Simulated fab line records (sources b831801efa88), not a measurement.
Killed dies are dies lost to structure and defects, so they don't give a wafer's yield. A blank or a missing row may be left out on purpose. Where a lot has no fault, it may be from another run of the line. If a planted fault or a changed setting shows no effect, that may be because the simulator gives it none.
Tool commonality check	flow gf180mcu	32 wafers sampled across 11 lots

WHY IT WAS OPENED
Of 11 lots, 2 have the reading PSD_TW flagged at GF_PSD_TW_MEAS_11. No-fault wafers: 3169, standard deviation 26.
Rule: a lot is flagged when every wafer of it that has a number lies more than 4 standard deviations from that mean, or none has a number. The other lots count as sound.

lot	measured	on	PSD_TW, wafer by wafer	flag
L156	day 14 09:20	filmMetro-01	3176 3197 3204	
L158	day 14 20:23	filmMetro-01	3203 3197 3189	
L160	day 15 11:37	filmMetro-03	3157 3156 3155	
L161	day 16 01:16	filmMetro-03	3153 3166 3145	
L162	day 16 11:48	filmMetro-02	3156 3141 3144	
L166	day 17 20:28	filmMetro-02	3321 3301 3320	FLAGGED
L167	day 18 00:50	filmMetro-02	3314 3298	FLAGGED
L172	day 19 16:53	filmMetro-02	3150 3147 3156	
L177	day 21 11:32	filmMetro-03	3136 3151 3145	
L178	day 21 20:16	filmMetro-01	3215 3186 3180	
L179	day 22 06:02	filmMetro-01	3202 3199 3215	
On average the flagged lots' numbers are 3311, which is +142 against the usual, or +5 standard deviations.

EACH LOT AND THE TOOL IT RAN ON
3 process steps preceding the reading are held in the record, out of 602 steps in the route. Every cell lists first the tool, next ch and the chambers used by the sampled wafers, and last the start.
lot	flag	GF_HV_LDD_STRIP_49	GF_PSD_IMPLANT_09	GF_PSD_STRIP_10
L156		plasmaAsher-04 ch 0,1, day 12 11:44	implanter-03 ch 0, day 14 09:07	plasmaAsher-03 ch 0,1, day 14 09:16
L158		plasmaAsher-02 ch 0,1, day 12 23:41	implanter-04 ch 0, day 14 20:10	plasmaAsher-01 ch 0,1, day 14 20:17
L160		plasmaAsher-02 ch 0,1, day 13 15:40	implanter-01 ch 0, day 15 11:22	plasmaAsher-04 ch 0,1, day 15 11:31
L161		plasmaAsher-04 ch 0,1, day 14 02:53	implanter-04 ch 0, day 16 01:02	plasmaAsher-04 ch 1, day 16 01:10
L162		plasmaAsher-04 ch 0,1, day 14 13:47	implanter-03 ch 0, day 16 11:34	plasmaAsher-03 ch 0, day 16 11:41
L166	FLAGGED	plasmaAsher-03 ch 0,1, day 15 20:22	implanter-01 ch 0, day 17 20:13	plasmaAsher-03 ch 0,1, day 17 20:22
L167	FLAGGED	plasmaAsher-03 ch 0,1, day 16 00:23	implanter-01 ch 0, day 18 00:35	plasmaAsher-01 ch 0,1, day 18 00:44
L172		plasmaAsher-02 ch 0,1, day 17 13:27	implanter-04 ch 0, day 19 16:38	plasmaAsher-04 ch 0,1, day 19 16:47
L177		plasmaAsher-03 ch 0,1, day 19 07:47	implanter-04 ch 0, day 21 11:17	plasmaAsher-03 ch 0,1, day 21 11:26
L178		plasmaAsher-02 ch 0,1, day 19 17:25	implanter-04 ch 0, day 21 20:01	plasmaAsher-01 ch 0,1, day 21 20:10
L179		plasmaAsher-02 ch 0,1, day 20 03:22	implanter-03 ch 0, day 22 05:49	plasmaAsher-03 ch 0,1, day 22 05:56
These steps, and what they do:
- GF_HV_LDD_STRIP_49: strips in O2/N2.
- GF_PSD_IMPLANT_09
- GF_PSD_STRIP_10: strips in O2/N2.
- GF_PSD_TW_MEAS_11

FLAGGED AGAINST TOTAL, ONE TOOL AT A TIME (gauges that did the reading follow at the end)
step	tool	lots run	flagged	share of the flagged lots	sound lots run after its first flagged lot
GF_HV_LDD_STRIP_49	plasmaAsher-02	5	0	none	-
GF_HV_LDD_STRIP_49	plasmaAsher-03	3	2	all	1 (L177)
GF_HV_LDD_STRIP_49	plasmaAsher-04	3	0	none	-
GF_PSD_IMPLANT_09	implanter-01	3	2	all	0
GF_PSD_IMPLANT_09	implanter-03	3	0	none	-
GF_PSD_IMPLANT_09	implanter-04	5	0	none	-
GF_PSD_STRIP_10	plasmaAsher-01	3	1	some	1 (L178)
GF_PSD_STRIP_10	plasmaAsher-03	5	1	some	2 (L177,L179)
GF_PSD_STRIP_10	plasmaAsher-04	3	0	none	-
GF_PSD_TW_MEAS_11	filmMetro-01	4	0	none	-
GF_PSD_TW_MEAS_11	filmMetro-02	4	2	all	1 (L172)
GF_PSD_TW_MEAS_11	filmMetro-03	3	0	none	-

WHAT THE TABLE PERMITS
In the table, 3 rows ran each flagged lot (plasmaAsher-03 at GF_HV_LDD_STRIP_49; implanter-01 at GF_PSD_IMPLANT_09; filmMetro-02 at GF_PSD_TW_MEAS_11).
- plasmaAsher-03 at GF_HV_LDD_STRIP_49 ran 3 lots, 2 of them flagged. Sound lots followed the first flagged one (L177) on it, something a lasting fault affecting the whole tool could not allow.
- implanter-01 at GF_PSD_IMPLANT_09 ran 3 lots, 2 of them flagged. A fault beginning between L160 (day 15 11:22), its last sound lot, and L166 (day 17 20:13), its first flagged one, fits the data. Its own readings lie more than 4 standard deviations out on every wafer of the flagged lots: beamOnS, endStationPressureTorr, faradayCurrentUA.
- filmMetro-02 at GF_PSD_TW_MEAS_11 ran 4 lots, 2 of them flagged. Sound lots followed the first flagged one (L172) on it, something a lasting fault affecting the whole tool could not allow.
What remains is a single tool, implanter-01 at GF_PSD_IMPLANT_09.

WHAT HAD BEEN PUT IN BY THE SIMULATOR
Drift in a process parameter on implanter-01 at GF_PSD_IMPLANT_09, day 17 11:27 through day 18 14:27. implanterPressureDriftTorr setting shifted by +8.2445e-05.
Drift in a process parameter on implanter-01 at GF_PSD_IMPLANT_09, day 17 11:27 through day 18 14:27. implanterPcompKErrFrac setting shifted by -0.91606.
Struck lots among those shown: L166, L167. Same finding as the rule above.
